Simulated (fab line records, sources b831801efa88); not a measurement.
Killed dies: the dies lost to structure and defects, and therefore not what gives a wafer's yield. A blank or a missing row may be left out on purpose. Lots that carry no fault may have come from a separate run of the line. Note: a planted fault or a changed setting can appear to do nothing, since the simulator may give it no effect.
Which of the tools did it? | flow sky130 | Sampling: 12 lots, 34 wafers, 6 of 708 route steps

== WHAT EACH GAUGE READ, for each wafer ==
No reading from a measuring or inspecting step in the record can be judged against a usual standard deviation.

== WHAT TOOL EACH LOT RAN ON (gives the tool, then ch and the chambers of the sampled wafers, and finally the start) ==
lot  | SKY_LOCAL_INTERCONNECT_ETCH_13    | SKY_CONTACT_CMP_04            | SKY_CONTACT_ETCH_17                | SKY_CONTACT_SPUTTER_23       | SKY_METAL1_METAL_ETCH_19          | SKY_PAD_OPEN_PROBE_99
L578 | rie-metal-03 ch 0,1, day 30 05:37 | cmp-01 ch 2,3, day 30 06:36   | rie-diel-03 ch 0,1,3, day 31 11:05 | pvd-sputter-01, day 31 11:49 | rie-metal-01 ch 0,1, day 32 16:13 | -
L579 | rie-metal-04 ch 0,1, day 30 14:36 | cmp-01 ch 0,2,3, day 30 15:34 | rie-diel-02 ch 1,3, day 31 19:32   | pvd-sputter-04, day 31 20:13 | rie-metal-02 ch 0,1, day 33 00:11 | -
L583 | rie-metal-03 ch 0,1, day 32 09:58 | cmp-01 ch 0,2,3, day 32 10:53 | rie-diel-03 ch 1,2,3, day 33 14:50 | pvd-sputter-02, day 33 15:31 | rie-metal-01 ch 0,1, day 34 19:16 | -
L585 | rie-metal-03 ch 0, day 32 18:36   | cmp-01 ch 2,3, day 32 19:41   | rie-diel-01 ch 1,2, day 33 23:16   | pvd-sputter-04, day 34 00:01 | rie-metal-02 ch 0,1, day 35 02:34 | prober-02, day 47 12:41
L587 | rie-metal-01 ch 0,1, day 33 10:52 | cmp-01 ch 1,2, day 33 11:56   | rie-diel-01 ch 0,2, day 34 14:17   | pvd-sputter-04, day 34 15:04 | rie-metal-03 ch 0,1, day 35 18:23 | prober-02, day 48 01:36
L589 | rie-metal-04 ch 0, day 34 09:22   | cmp-01 ch 0,2, day 34 10:25   | rie-diel-01 ch 0,1, day 35 13:17   | pvd-sputter-01, day 35 14:00 | rie-metal-03 ch 0,1, day 36 17:36 | prober-01, day 48 18:31
L596 | rie-metal-03 ch 0,1, day 36 13:11 | cmp-01 ch 1,2,3, day 36 14:12 | rie-diel-01 ch 0,1,2, day 37 16:35 | pvd-sputter-01, day 37 17:16 | rie-metal-03 ch 0,1, day 38 19:47 | -
L597 | rie-metal-03 ch 0,1, day 36 20:06 | cmp-01 ch 1,2,3, day 36 21:11 | rie-diel-01 ch 0,1,2, day 37 23:10 | pvd-sputter-04, day 37 23:50 | rie-metal-03 ch 0,1, day 39 01:45 | -
L598 | rie-metal-01 ch 0,1, day 37 00:34 | cmp-01 ch 0,2,3, day 37 01:30 | rie-diel-01 ch 0,1,2, day 38 04:19 | pvd-sputter-04, day 38 04:59 | rie-metal-02 ch 0,1, day 39 06:42 | -
L599 | rie-metal-03 ch 0,1, day 37 02:38 | cmp-01 ch 0,2,3, day 37 04:00 | rie-diel-02 ch 2,3, day 38 06:07   | pvd-sputter-04, day 38 06:47 | rie-metal-01 ch 0,1, day 39 09:05 | -
L600 | rie-metal-04 ch 0,1, day 37 06:31 | cmp-01 ch 2,3, day 37 07:41   | rie-diel-01 ch 0,1,2, day 38 09:10 | pvd-sputter-01, day 38 09:53 | rie-metal-03 ch 0,1, day 39 12:34 | -
L601 | rie-metal-01 ch 0,1, day 37 20:16 | cmp-01 ch 0,1, day 37 21:27   | rie-diel-03 ch 0,1,3, day 38 22:53 | pvd-sputter-04, day 38 23:44 | rie-metal-02 ch 0,1, day 40 01:33 | -
- SKY_LOCAL_INTERCONNECT_ETCH_13: etches BARC in N2/H2, stops on SiO2, time 45.9 s, target depth 60 nm.
- SKY_CONTACT_CMP_04: polishes SiO2.
- SKY_CONTACT_ETCH_17: etches SiO2 in C4F8/O2/Ar, stops on Si3N4, target depth 340 nm.
- SKY_CONTACT_SPUTTER_23: material TiN, target thk 20 nm, time 80 s.
- SKY_METAL1_METAL_ETCH_19: etches the open film in Cl2/BCl3, stops on SiO2, target depth 360 nm, time 78 s.
- SKY_PAD_OPEN_PROBE_99

== WHAT THE TOOLS THEMSELVES READ (means of the sampled wafers that have a number; where no wafer has one, the mark that the record gives instead) ==
SKY_LOCAL_INTERCONNECT_ETCH_13.
lot  | tool         | drypump-motor-current-A (A) | oes-product-au (a.u.) | throttle-valve-pct (%)
L578 | rie-metal-03 | 6.2                         | 0.853                 | 13.225
L579 | rie-metal-04 | 5.7                         | 0.852                 | 13.224
L583 | rie-metal-03 | 5.9                         | 0.856                 | 13.221
L585 | rie-metal-03 | 5.6                         | 0.851                 | 13.224
L587 | rie-metal-01 | 5.1                         | 0.853                 | 13.225
L589 | rie-metal-04 | 5.7                         | 0.858                 | 13.218
L596 | rie-metal-03 | 6.2                         | 0.854                 | 13.225
L597 | rie-metal-03 | 5.9                         | 0.849                 | 13.231
L598 | rie-metal-01 | 5.2                         | 0.855                 | 13.227
L599 | rie-metal-03 | 5.9                         | 0.855                 | 13.221
L600 | rie-metal-04 | 5.7                         | 0.855                 | 13.223
L601 | rie-metal-01 | 5.2                         | 0.859                 | 13.223

SKY_CONTACT_CMP_04.
lot  | tool   | edge-zone-pressure-frac | head-pressure-psi (psi) | motor-current-A (A) | time-to-endpoint-s (s)
L578 | cmp-01 | 0.998                   | 3.992                   | 12.9                | 83
L579 | cmp-01 | 1.000                   | 3.993                   | 13.4                | 86
L583 | cmp-01 | 0.998                   | 4.001                   | 13.2                | 80
L585 | cmp-01 | 1.001                   | 4.004                   | 12.5                | 85
L587 | cmp-01 | 0.997                   | 3.993                   | 11.3                | 93
L589 | cmp-01 | 0.998                   | 3.998                   | 13.8                | 92
L596 | cmp-01 | 1.003                   | 4.002                   | 11.2                | 80
L597 | cmp-01 | 1.001                   | 4.002                   | 11.4                | 82
L598 | cmp-01 | 0.997                   | 3.985                   | 13.1                | 84
L599 | cmp-01 | 0.997                   | 4.007                   | 13.0                | 87
L600 | cmp-01 | 0.999                   | 3.997                   | 12.8                | 85
L601 | cmp-01 | 1.000                   | 3.997                   | 11.0                | 85

SKY_CONTACT_ETCH_17.
lot  | tool        | oes-product-au (a.u.)
L578 | rie-diel-03 | 0.886
L579 | rie-diel-02 | 0.891
L583 | rie-diel-03 | 0.889
L585 | rie-diel-01 | 0.927
L587 | rie-diel-01 | 0.938
L589 | rie-diel-01 | 0.947
L596 | rie-diel-01 | 0.898
L597 | rie-diel-01 | 0.886
L598 | rie-diel-01 | 0.894
L599 | rie-diel-02 | 0.889
L600 | rie-diel-01 | 0.891
L601 | rie-diel-03 | 0.896

SKY_CONTACT_SPUTTER_23.
lot  | tool           | throttle-valve-pct (%)
L578 | pvd-sputter-01 | 30.5
L579 | pvd-sputter-04 | 30.1
L583 | pvd-sputter-02 | 30.3
L585 | pvd-sputter-04 | 29.8
L587 | pvd-sputter-04 | 29.8
L589 | pvd-sputter-01 | 30.0
L596 | pvd-sputter-01 | 29.8
L597 | pvd-sputter-04 | 30.2
L598 | pvd-sputter-04 | 30.7
L599 | pvd-sputter-04 | 30.4
L600 | pvd-sputter-01 | 30.7
L601 | pvd-sputter-04 | 30.0

SKY_METAL1_METAL_ETCH_19.
lot  | tool         | drypump-motor-current-A (A) | oes-product-au (a.u.) | throttle-valve-pct (%)
L578 | rie-metal-01 | 5.1                         | 0.862                 | 22.267
L579 | rie-metal-02 | 5.9                         | 0.856                 | 22.261
L583 | rie-metal-01 | 5.1                         | 0.850                 | 22.258
L585 | rie-metal-02 | 6.0                         | 0.862                 | 22.269
L587 | rie-metal-03 | 6.0                         | 0.857                 | 22.262
L589 | rie-metal-03 | 6.0                         | 0.850                 | 22.262
L596 | rie-metal-03 | 5.9                         | 0.857                 | 22.266
L597 | rie-metal-03 | 6.1                         | 0.865                 | 22.257
L598 | rie-metal-02 | 6.0                         | 0.849                 | 22.261
L599 | rie-metal-01 | 5.2                         | 0.850                 | 22.258
L600 | rie-metal-03 | 6.1                         | 0.854                 | 22.262
L601 | rie-metal-02 | 6.0                         | 0.856                 | 22.262

SKY_PAD_OPEN_PROBE_99.
lot  | tool      | killed_at_M0_to_M3 | killed_at_M4_up | killed-at-contacts | killed-at-front-end | killed-at-other | killed-dies | killed-on-rim | killed-open | killed-short
L585 | prober-02 | 44                 | 3.0             | 38                 | 14                  | 0.3             | 99          | 21            | 44          | 40
L587 | prober-02 | 42                 | 4.0             | 93                 | 16                  | 0.0             | 154         | 38            | 47          | 40
L589 | prober-01 | 34                 | 6.0             | 38                 | 14                  | 0.0             | 92          | 18            | 42          | 36

== THE ANSWER, worked out from the rows above alone ==
Rule: usual is defined by the lots themselves. Put in order of their means at a reading, lots are off if they are a third of the lots or fewer, leave a main group of 4 or more, and stand apart from it by a gap of 3 or more times the standard deviation of the main group's means; of several such gaps the widest counts. The tables above print the reading to a certain number of digits; a main group whose means all agree to those digits is not used. Also off: a lot with no number at a reading for which 4 or more lots have one. The other lots that the step has rows for count as sound. First the gauges in route order, then the tools' own readings, where a lot's mean is used as printed above. At the first step where some lot is off, the reading lying furthest off is the one used; lots without a number count as furthest.
Off: L585, L587, L589, at SKY_CONTACT_ETCH_17 (oes-product-au). For the main group the mean is 0.891 a.u. and the standard deviation 0.004.
If a tool, at that step or one of the process steps before it, ran each lot that is off and ran no sound lot following the first of them, it fits. No candidate that was tried fits.

== WHAT THE SIMULATOR PUT IN ==
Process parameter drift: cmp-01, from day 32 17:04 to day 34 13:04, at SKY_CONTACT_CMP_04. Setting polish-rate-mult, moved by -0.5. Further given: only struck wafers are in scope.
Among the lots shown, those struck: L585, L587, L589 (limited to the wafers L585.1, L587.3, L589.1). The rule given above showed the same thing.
